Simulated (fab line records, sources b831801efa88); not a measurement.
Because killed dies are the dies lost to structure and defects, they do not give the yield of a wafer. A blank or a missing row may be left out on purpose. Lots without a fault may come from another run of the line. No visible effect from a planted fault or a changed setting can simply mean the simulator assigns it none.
Code-filled problem report in 8D (eight disciplines) form :: flow sky130 :: the parts of the form that need people (team, actions taken, sign-off) are left out

## 1. PROBLEM STATEMENT
At SKY_PAD_OPEN_PROBE_99, killed_at_M0_to_M3 averages 95 over 3 wafers from 2 lots, while fault-free wafers read 43, standard deviation 6.8. Measured from the usual mean, that is +7.7 standard deviations.
Seen first at day 49 02:24 on prober-02, wafer L198.2. The record has a number at this step for 30 wafers belonging to 10 lots. Rule for "out" (also "out of limits"): further than 4 standard deviations from the usual mean. The rest of the wafers with a number are treated as sound.

## 2. WHAT IT IS, AND WHAT IT ISN'T
question: which readings at this step
is: killed_at_M0_to_M3, defectLimitedYield, killedDies, sortNPass, sortYieldPct
is not: killed_at_M4_up, killedAtContacts, killedAtFrontEnd, killedAtOther, killedOpen, killedShort, sort_bin_6_memory

question: which lots
is: L198, L199
is not: L188, L189, L193, L194, L201, L205, L206, L211

question: which wafers of those lots
is: L198.2, L199.1, L199.6
is not: L198.3, L198.5, L199.3

question: read on which tools
is: prober-02
is not: prober-01

question: when
is: from day 49 02:24
is not: up to then (12 sound wafers); but 15 sound wafers of L198, L199, L201, L205, L206, L211 came after

## 3. THE SUSPECTS, EACH WITH WHAT RULES IT OUT
Counting: if a tool at a process step up to the reading ran every lot that is out, it stays a suspect. Sound lots after the first of them don't rule it out here, since some wafers of a struck lot are sound.
- cvdW-02 at SKY_VIA1_CVD_21 (deposits W, target thk 270 nm, time 80.902 s): kept. It ran every lot that is out, first L198 (day 38 04:44); its last sound lot up to then is L193 (day 36 17:26).
- cmp-01 at SKY_VIA1_CMP_24 (polishes, stops on SiO2, t overpolish 15 s, target thk 0 nm): kept. It ran every lot that is out, first L198 (day 38 05:06); its last sound lot up to then is L189 (day 35 03:21).
- prober-02 at SKY_PAD_OPEN_PROBE_99: kept. It ran every lot that is out, first L198 (day 49 02:24); its last sound lot up to then is L193 (day 47 22:49). Its own defectLimitedYield, killed_at_M0_to_M3, killedDies, sortNPass, sortYieldPct readings are out on those wafers.
- At SKY_VIA1_CVD_21 on cvdW-02, chamber 0 took the sound wafers of the same lots and chamber 1 took the wafers that are out.
Still standing after the count: cvdW-02 at SKY_VIA1_CVD_21, cmp-01 at SKY_VIA1_CMP_24, prober-02 at SKY_PAD_OPEN_PROBE_99.

## 4. THE CAUSE (what the simulator had put in)
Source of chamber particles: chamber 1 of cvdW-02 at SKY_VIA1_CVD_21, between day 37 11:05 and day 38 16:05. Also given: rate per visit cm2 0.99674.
After counting, 3 suspects remain, this tool included.

## 5. THE EFFECT CHAIN, in route order
Each row: a reading where the mean over the struck wafers with a number is more than 3 standard deviations away from the usual. Scope: only readings with a usual standard deviation given in the record; hours: median across lots of the time from each lot's start at the first step in this table that gives one to its start at this step; sigmas: change in usual standard deviations.
hours: 0
step: SKY_PAD_OPEN_PROBE_99
reading: defectLimitedYield
usual: 82.5 %
on struck wafers: 73.5
change: -9.0
sigmas: -4.8

hours: 0
step: SKY_PAD_OPEN_PROBE_99
reading: killed_at_M0_to_M3
usual: 43
on struck wafers: 95
change: +52
sigmas: +7.7

hours: 0
step: SKY_PAD_OPEN_PROBE_99
reading: killedDies
usual: 86
on struck wafers: 131
change: +45
sigmas: +4.7

hours: 0
step: SKY_PAD_OPEN_PROBE_99
reading: sort_bin_3_pad_short
usual: 0.9 %
on struck wafers: 2.8
change: +1.9
sigmas: +4.5

hours: 0
step: SKY_PAD_OPEN_PROBE_99
reading: sort_bin_5_function
usual: 10.3 %
on struck wafers: 17.4
change: +7.1
sigmas: +4.8

hours: 0
step: SKY_PAD_OPEN_PROBE_99
reading: sortNPass
usual: 406
on struck wafers: 361
change: -45
sigmas: -4.7

hours: 0
step: SKY_PAD_OPEN_PROBE_99
reading: sortYieldPct
usual: 82.5 %
on struck wafers: 73.5
change: -9.0
sigmas: -4.8
The process steps in it:
- SKY_PAD_OPEN_PROBE_99

## 6. WHAT WOULD HAVE CAUGHT IT SOONER
First out-of-limits reading in this record: day 49 02:24, which is 279 hours after fault onset at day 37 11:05.
No tool reading at SKY_VIA1_CVD_21 that has a usual standard deviation in the record was out on any struck wafer, so an alarm limit of 4 standard deviations on those readings would not have fired.
By day 49 02:24, every lot that is out (2) had started SKY_VIA1_CVD_21 on cvdW-02. Had the tool been put on hold then, not one of them would have been saved.
